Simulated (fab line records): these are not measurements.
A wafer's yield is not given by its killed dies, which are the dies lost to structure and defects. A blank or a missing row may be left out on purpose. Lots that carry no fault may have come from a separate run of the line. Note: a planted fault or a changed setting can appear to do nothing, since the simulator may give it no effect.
The same fault as seen by 2 desks	flow sky130	numbers are kept per desk, each desk with only its own; the story behind them comes last

== DESK OF THE TOOL OWNER: pecvd-02 ==
The tool's own readings at SKY_CONTACT_CVD_00 (deposits Si3N4, target thk 75 nm): means of the sampled wafers that have a number, for each lot that ran on this tool. Marked OUT: a lot whose mean sits more than 4 standard deviations from the usual mean, which makes it out of limits; the brackets give that distance.
Columns: A = heater_power_w at SKY_CONTACT_CVD_00, usual 667 W
lot	first seen here	A
L650	day 31 12:05	775
L651	day 32 03:38	707
L655	day 33 15:28	571
L656	day 33 23:19	680
L659	day 35 00:14	705
L661	day 35 14:57	620
L667	day 38 03:31	672
L669	day 38 09:18	689
This desk's finding: nothing out of limits on any of the 8 lots.

== AT THE METROLOGY DESK ==
What the gauges read, lot by lot, whatever tool the lot ran on: means of the sampled wafers that have a number. Marked OUT: a lot whose mean sits more than 4 standard deviations from the usual mean, which makes it out of limits; the brackets give that distance.
Columns: A = LI_CONTACT_W_RS at SKY_LI_CONTACT_RS_MEAS_22, usual 0.287 ohm/sq; B = LOCAL_INTERCONNECT_OVL at SKY_LOCAL_INTERCONNECT_OVL_MEAS_12, usual 5 nm; C = CONTACT_CVD_00_THK at SKY_CONTACT_THK_MEAS_01, usual 75.2 nm; D = CONTACT_HDPCVD_THK at SKY_CONTACT_THK_MEAS_03, usual 568 nm
lot	first seen here	A	B	C	D
L650	day 30 05:58	0.283	7	76.1	569
L651	day 30 21:29	0.287	-1	76.2	573
L654	day 32 01:56	0.284	1	73.8	569
L655	day 32 09:38	0.285	-3	75.4	571
L656	day 32 17:11	0.285	10	74.9	572
L659	day 33 18:14	0.290	10	90.1 (+15) OUT	568
L661	day 34 09:14	0.291	7	82.8 (+7.8) OUT	571
L666	day 36 09:50	0.287	6	74.4	559
L667	day 36 20:56	0.293	6	76.3	559
L669	day 37 03:16	0.288	7	76.2	562
L670	day 37 12:59	0.289	8	75.1	565
L672	day 38 01:31	0.286	2	74.3	561
This desk's finding: out of limits on L659, L661; first on L659, day 35 00:17 (CONTACT_CVD_00_THK at SKY_CONTACT_THK_MEAS_01). L650, L651, L654, L655, L656, L666, L667, L669, L670, L672: within limits.

== BROUGHT TOGETHER ==
At day 35 00:17 the metrology desk could have sounded an alarm, on L659, L661.
The desk of the tool owner found nothing out of limits.
The tool owner's desk has L659, L661 on record, within its limits.
On pecvd-02, each named lot ran SKY_CONTACT_CVD_00.

== WHAT THE SIMULATOR HAD PUT IN ==
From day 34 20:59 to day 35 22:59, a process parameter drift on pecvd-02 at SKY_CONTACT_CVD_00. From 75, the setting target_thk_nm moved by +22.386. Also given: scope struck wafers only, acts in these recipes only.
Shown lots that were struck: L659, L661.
Hours from the fault's start to each desk's first reading out of limits: the metrology desk, 3.
